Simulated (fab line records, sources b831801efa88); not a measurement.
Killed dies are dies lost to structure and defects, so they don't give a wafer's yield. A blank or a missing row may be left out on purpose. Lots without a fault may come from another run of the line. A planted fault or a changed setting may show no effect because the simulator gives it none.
A struck lot beside a sound one | flow gf180mcu | 43 steps out of a route of 602
Sound: wafers L863.1, L863.5, L863.6. Struck: wafers L873.1, L873.3, L873.6. The cause comes at the end.
At each step with rows: each side's tool, then ch and its chambers, then its first start. Under that, the readings that differ: sound wafers | struck wafers | difference of the means | sigmas: that difference in standard deviations of wafers without a fault.
alike: readings whose means differ by less than 2 such deviations, and words and numbers that are the same on both sides. not compared: withheld readings, readings that some wafer has no value for, bounds like >300 that may hide the same value, and numbers for which the record gives no deviation and whose values overlap.
The two part at a step that has a row with sigmas, a row that says differs or no value, or rows on one side only. Numbers that don't overlap but have no deviation are shown without sigmas and don't part them. A reading that every wafer of one side lacks parts them only if that side has two wafers or more.

first, 2 steps without rows for these wafers: GF_NWELL_IMPLANT_08; GF_NWELL_IMPLANT_09.
GF_NWELL_STRIP_10: strips in O2/N2.
  sound on plasma_asher-01 ch 0,1, day 3 07:07; struck on plasma_asher-02 ch 0,1, day 5 14:35
  alike: drypump_motor_current_A, heater_power_w, oes_product_au, platen_temp_c, strip_time_to_endpoint_s
  not compared: rf_hours_counter_h
GF_NWELL_TW_MEAS_11:
  sound on film_metro-02, day 3 07:13; struck on film_metro-04, day 5 14:41
  alike: NWELL_TW
then, 7 steps without rows for these wafers: GF_LVPWELL_DEHYDRATE_00 (time 60 s); GF_LVPWELL_HMDS_01 (prime time 60 s); GF_LVPWELL_COAT_02 (resist thk 3000 nm); GF_LVPWELL_SOFTBAKE_03; GF_LVPWELL_EXPOSE_04 (exposes mask LVPWELL, target cd 600 nm); GF_LVPWELL_PEB_05; GF_LVPWELL_DEVELOP_06 (develop time 60 s).
GF_LVPWELL_OVL_MEAS_07:
  sound on overlay-02, day 3 20:19; struck on overlay-02, day 6 05:01
  reading          | sound          | struck      | difference | sigmas
  LVPWELL_OVL (nm) | -2.1 -1.0 -2.9 | 1.3 2.4 1.3 | +3.7       | +3
GF_LVPWELL_IMPLANT_08:
  sound on implanter-02 ch 0, day 3 20:20; struck on implanter-01 ch 0, day 6 05:04
  reading       | sound                            | struck                           | difference  | sigmas
  dose_ions_cm2 | 1.4996e+13 1.4975e+13 1.5002e+13 | 1.5588e+13 1.5587e+13 1.5582e+13 | +5.9467e+11 | +37
  alike: tilt_deg
then, 1 step without rows for these wafers: GF_LVPWELL_IMPLANT_09.
GF_LVPWELL_STRIP_10: strips in O2/N2.
  sound on plasma_asher-04 ch 0,1, day 3 20:38; struck on plasma_asher-04 ch 0,1, day 6 05:22
  alike: drypump_motor_current_A, heater_power_w, oes_product_au, platen_temp_c, strip_time_to_endpoint_s
  not compared: rf_hours_counter_h
GF_LVPWELL_TW_MEAS_11:
  sound on film_metro-04, day 3 20:44; struck on film_metro-04, day 6 05:28
  alike: LVPWELL_TW
then, 7 steps without rows for these wafers: GF_MVSD_DEHYDRATE_00 (time 60 s); GF_MVSD_HMDS_01 (prime time 60 s); GF_MVSD_COAT_02 (resist thk 3000 nm); GF_MVSD_SOFTBAKE_03; GF_MVSD_EXPOSE_04 (exposes mask MVSD, target cd 1000 nm); GF_MVSD_PEB_05; GF_MVSD_DEVELOP_06 (develop time 60 s).
GF_MVSD_OVL_MEAS_07:
  sound on overlay-02, day 4 09:52; struck on overlay-01, day 6 19:54
  reading       | sound       | struck         | difference | sigmas
  MVSD_OVL (nm) | 1.2 1.9 1.3 | -2.2 -1.6 -1.6 | -3.3       | -2
then, 2 steps without rows for these wafers: GF_MVSD_IMPLANT_08; GF_MVSD_IMPLANT_09.
GF_MVSD_STRIP_10: strips in O2/N2.
  sound on plasma_asher-03 ch 0,1, day 4 10:12; struck on plasma_asher-03 ch 0,1, day 6 20:14
  alike: drypump_motor_current_A, heater_power_w, oes_product_au, platen_temp_c, strip_time_to_endpoint_s
  not compared: rf_hours_counter_h
GF_MVSD_TW_MEAS_11:
  sound on film_metro-03, day 4 10:18; struck on film_metro-03, day 6 20:20
  alike: MVSD_TW
then, 7 steps without rows for these wafers: GF_MVPSD_DEHYDRATE_00 (time 60 s); GF_MVPSD_HMDS_01 (prime time 60 s); GF_MVPSD_COAT_02 (resist thk 3000 nm); GF_MVPSD_SOFTBAKE_03; GF_MVPSD_EXPOSE_04 (exposes mask MVPSD, target cd 1000 nm); GF_MVPSD_PEB_05; GF_MVPSD_DEVELOP_06 (develop time 60 s).
GF_MVPSD_OVL_MEAS_07:
  sound on overlay-01, day 4 23:36; struck on overlay-02, day 7 09:55
  alike: MVPSD_OVL
then, 2 steps without rows for these wafers: GF_MVPSD_IMPLANT_08; GF_MVPSD_IMPLANT_09.
GF_MVPSD_STRIP_10: strips in O2/N2.
  sound on plasma_asher-03 ch 0,1, day 4 23:56; struck on plasma_asher-04 ch 0,1, day 7 10:14
  alike: drypump_motor_current_A, heater_power_w, oes_product_au, platen_temp_c, strip_time_to_endpoint_s
  not compared: rf_hours_counter_h
GF_MVPSD_TW_MEAS_11:
  sound on film_metro-04, day 5 00:02; struck on film_metro-04, day 7 10:20
  alike: MVPSD_TW
then, 2 steps without rows for these wafers: GF_VT_IMPLANT_DEHYDRATE_00 (time 60 s); GF_VT_IMPLANT_HMDS_01 (prime time 60 s).
-- the record jumps here: 3 days lie between the struck wafers' starts before and after --
GF_VT_IMPLANT_RS_MEAS_48: measures by four-point-probe.
  sound on film_metro-03, day 7 10:19; struck on film_metro-03, day 10 04:29
  reading             | sound          | struck         | difference | sigmas
  LVPWELL_RS (ohm/sq) | 1197 1198 1197 | 1171 1170 1171 | -27        | -8

WHERE THEY PART
First at GF_LVPWELL_OVL_MEAS_07; last, within this record, at GF_VT_IMPLANT_RS_MEAS_48.

WHY: what the simulator had put in
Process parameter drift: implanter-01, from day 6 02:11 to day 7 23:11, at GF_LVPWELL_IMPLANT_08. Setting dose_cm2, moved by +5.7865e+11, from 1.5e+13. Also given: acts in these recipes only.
